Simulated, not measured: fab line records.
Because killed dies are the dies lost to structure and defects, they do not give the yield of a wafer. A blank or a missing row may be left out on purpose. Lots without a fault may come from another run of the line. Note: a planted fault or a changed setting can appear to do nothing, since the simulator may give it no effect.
Which tool was responsible? | flow sfqLine | 14 lots with 42 wafers sampled at 4 steps, on a route of 325 steps

WHAT THE GAUGES READ, wafer by wafer
SFQ_M3_RS_MEAS_919: measures by four-point-probe.
lot  | measured     | on           | M3_NB_RS (ohm/sq)
L641 | day 20 17:26 | filmMetro-01 | 0.874 0.865 0.872
L642 | day 20 23:28 | filmMetro-02 | 0.887 0.879 0.875
L645 | day 30 02:29 | filmMetro-01 | 0.857 0.850 0.857
L647 | day 31 05:22 | filmMetro-02 | 0.872 0.879 0.882
L648 | day 31 14:14 | filmMetro-03 | 0.866 0.859 0.858
L649 | day 38 06:39 | filmMetro-03 | 0.878 0.880 0.875
L651 | day 38 20:39 | filmMetro-03 | 0.879 0.878 0.874
L652 | day 39 07:27 | filmMetro-01 | 0.861 0.861 0.864
L655 | day 41 08:51 | filmMetro-03 | 0.890 0.885 0.888
L657 | day 41 21:44 | filmMetro-03 | 0.864 0.865 0.855
L658 | day 42 02:28 | filmMetro-01 | 0.879 0.866 0.875
L660 | day 47 01:13 | filmMetro-03 | 0.869 0.865 0.878
L662 | day 47 07:12 | filmMetro-02 | 0.873 0.867 0.867
L663 | day 47 09:39 | filmMetro-02 | 0.862 0.859 0.857

SFQ_I4_OVL_MEAS_928.
lot  | measured     | on         | I4_OVL (nm)
L641 | day 45 16:55 | overlay-02 | 6 10 3
L642 | day 46 14:32 | overlay-02 | 4 4 -2
L645 | day 48 19:19 | overlay-02 | 11 10 11
L647 | day 49 21:17 | overlay-01 | -7 -2 0
L648 | day 50 08:05 | overlay-01 | -5 -3 -4
L649 | day 51 21:23 | overlay-01 | 1 1 8
L651 | day 53 12:17 | overlay-01 | 2 0 1
L652 | day 53 14:41 | overlay-01 | -3 6 5
L655 | day 54 20:42 | overlay-01 | 1 -13 -8
L657 | day 55 03:55 | overlay-01 | 0 -2 1
L658 | day 55 08:41 | overlay-01 | -3 -1 2
L660 | day 55 18:13 | overlay-01 | -11 -7 -14
L662 | day 56 00:13 | overlay-01 | 1 -6 -14
L663 | day 56 02:38 | overlay-01 | 1 2 -7

WHAT TOOL EACH LOT RAN ON (gives the tool, then ch and the chambers of the sampled wafers, and finally the start)
lot  | SFQ_TRILAYER_I4_CMP_CMP_100   | SFQ_TRILAYER_I4_METRO_MEASURE_101
L641 | cmp-01 ch 0,1, day 39 14:38   | filmMetro-01, day 39 17:58
L642 | cmp-02 ch 1,2,3, day 40 10:34 | filmMetro-04, day 40 13:05
L645 | cmp-01 ch 0,1,3, day 43 04:02 | filmMetro-04, day 43 07:21
L647 | cmp-02 ch 1,3, day 44 03:15   | filmMetro-01, day 44 06:22
L648 | cmp-01 ch 0,3, day 44 13:02   | filmMetro-01, day 44 16:09
L649 | cmp-02 ch 0,1,2, day 45 15:30 | filmMetro-04, day 45 18:37
L651 | cmp-02 ch 1,2,3, day 46 22:30 | filmMetro-04, day 47 00:37
L652 | cmp-01 ch 0,2,3, day 47 02:32 | filmMetro-04, day 47 05:09
L655 | cmp-02 ch 0,1,3, day 49 07:41 | filmMetro-01, day 49 10:31
L657 | cmp-01 ch 0,1, day 49 17:59   | filmMetro-04, day 49 21:43
L658 | cmp-02 ch 0,2,3, day 49 22:11 | filmMetro-01, day 50 01:19
L660 | cmp-02 ch 0,1,3, day 50 08:11 | filmMetro-01, day 50 10:31
L662 | cmp-01 ch 0,2,3, day 50 14:59 | filmMetro-01, day 50 18:07
L663 | cmp-01 ch 0,1,3, day 50 21:59 | filmMetro-02, day 51 00:31
- SFQ_TRILAYER_I4_CMP_CMP_100: polishes SiO2.
- SFQ_TRILAYER_I4_METRO_MEASURE_101

AS READ BY THE TOOLS THEMSELVES (means over the sampled wafers that have a number; for cases with no such wafer, the mark the record gives instead)
SFQ_TRILAYER_I4_CMP_CMP_100.
lot  | tool   | edgeZonePressureFrac | headPressurePsi (psi) | motorCurrentA (A) | slurryFilterDpKPa (kPa) | timeToEndpointS (s)
L641 | cmp-01 | 1.005                | 3.001                 | 10.5              | 13.51                   | 220
L642 | cmp-02 | 1.003                | 3.004                 | 11.5              | 13.51                   | 221
L645 | cmp-01 | 1.000                | 3.001                 | 10.6              | 13.49                   | 217
L647 | cmp-02 | 1.006                | 2.999                 | 11.5              | 13.40                   | 214
L648 | cmp-01 | 0.998                | 2.999                 | 10.8              | 13.47                   | 216
L649 | cmp-02 | 1.001                | 2.999                 | 10.5              | 13.48                   | 220
L651 | cmp-02 | 0.996                | 3.005                 | 11.4              | 13.45                   | 215
L652 | cmp-01 | 1.000                | 3.003                 | 9.9               | 13.51                   | 210
L655 | cmp-02 | 1.001                | 3.003                 | 11.0              | 13.51                   | 211
L657 | cmp-01 | -                    | -                     | -                 | -                       | -
L658 | cmp-02 | -                    | -                     | -                 | -                       | -
L660 | cmp-02 | 1.002                | 3.002                 | 10.8              | 13.49                   | 219
L662 | cmp-01 | 0.997                | 2.998                 | 9.6               | 13.56                   | 215
L663 | cmp-01 | 1.005                | 2.997                 | 10.3              | 13.39                   | 210

SFQ_TRILAYER_I4_METRO_MEASURE_101.
lot  | tool         | thkNm (nm)
L641 | filmMetro-01 | 200.5
L642 | filmMetro-04 | 200.4
L645 | filmMetro-04 | 200.1
L647 | filmMetro-01 | 200.1
L648 | filmMetro-01 | 200.2
L649 | filmMetro-04 | 199.8
L651 | filmMetro-04 | 199.2
L652 | filmMetro-04 | 199.4
L655 | filmMetro-01 | 199.0
L657 | filmMetro-04 | 506.2
L658 | filmMetro-01 | 501.6
L660 | filmMetro-01 | 200.9
L662 | filmMetro-01 | 199.5
L663 | filmMetro-02 | 198.8

THE ANSWER, worked out from the rows above alone
Rule: the lots themselves supply what counts as usual. Put in order of their means at a reading, lots are off if they are a third of the lots or fewer, leave a main group of 4 or more, and stand apart from it by a gap of 3 or more times the standard deviation of the main group's means; of several such gaps the widest counts. Not used: any main group whose means are identical at the precision the tables above print for the reading. A lot without any number at a reading at which 4 lots or more have one is off too. Any other lot the step has rows for is counted as sound. First the gauges in route order, then the tools' own readings, where a lot's mean is used as printed above. The first step at which some lot is off is used, and at that step the reading that is off furthest; a lot without a number counts as furthest.
Off, at SFQ_TRILAYER_I4_CMP_CMP_100 on edgeZonePressureFrac: L657, L658. Without a number there: L657, L658. The main group has a mean of 1.001 with a standard deviation of 0.0031.
A tool fits if, at that step or a process step before it, it ran every lot that is off, and no sound lot after the first of them. Not one of the candidates tried fits.

WHAT WAS PUT IN BY THE SIMULATOR
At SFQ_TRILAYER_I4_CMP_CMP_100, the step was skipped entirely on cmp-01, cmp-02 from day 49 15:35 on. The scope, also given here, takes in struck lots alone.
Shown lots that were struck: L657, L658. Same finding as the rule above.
